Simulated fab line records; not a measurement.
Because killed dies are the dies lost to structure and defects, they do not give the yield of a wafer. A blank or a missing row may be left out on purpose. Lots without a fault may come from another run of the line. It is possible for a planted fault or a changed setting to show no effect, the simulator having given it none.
Matching of chambers	flow gf180mcu	GF_V2_CMP_26 on cmp-01: 4 sister chambers
The step polishes, stops on SiO2, t overpolish 15 s, target thk 0 nm. 4 wafers are shown with their chamber, then 12 later ones without.

## WAFERS WITH THEIR CHAMBER
wafer	chamber	motorCurrentA (A)
L090.6	0	11.6
L092.2	1	9.1
L093.3	3	10.0
L093.6	2	10.3

## WAFERS WHOSE CHAMBER IS MISSING
wafer	motorCurrentA (A)
L094.2	11.7
L094.4	10.5
L094.5	10.3
L095.2	11.9
L095.3	9.5
L095.4	10.1
L096.2	11.1
L096.3	11.0
L096.4	11.5
L097.4	9.8
L097.5	11.8
L097.6	8.9

## THE CHAMBER EACH PASSED THROUGH
wafer	from the rows above	in truth
L094.2	0	0
L094.4	can't be placed: 2 or 3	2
L094.5	can't be placed: 2 or 3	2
L095.2	0	0
L095.3	can't be placed: 1 or 3 or 2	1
L095.4	can't be placed: 3 or 2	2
L096.2	can't be placed: 0 or 2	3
L096.3	can't be placed: 0 or 2 or 3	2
L096.4	0	0
L097.4	can't be placed: 3 or 2 or 1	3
L097.5	0	0
L097.6	1	1
Placed correctly: 5 of 12. Unplaceable from these rows: 7, with the true chamber sitting among the candidates in 6. Placed wrongly: 0.
How it was worked out, from the rows above alone: a wafer's distance from a chamber is the root of the sum, over the readings, of the square of ((its reading less the chamber's mean) divided by the reading's scatter). The wafer belongs to the nearest chamber; if the next one is less than 2 further off, it can't be placed. The mean given for a chamber averages the wafers shown for that chamber. The scatter (one wafer shown for each chamber): square how far every hidden wafer sits from the nearest shown wafer, average those squares and take the square root.
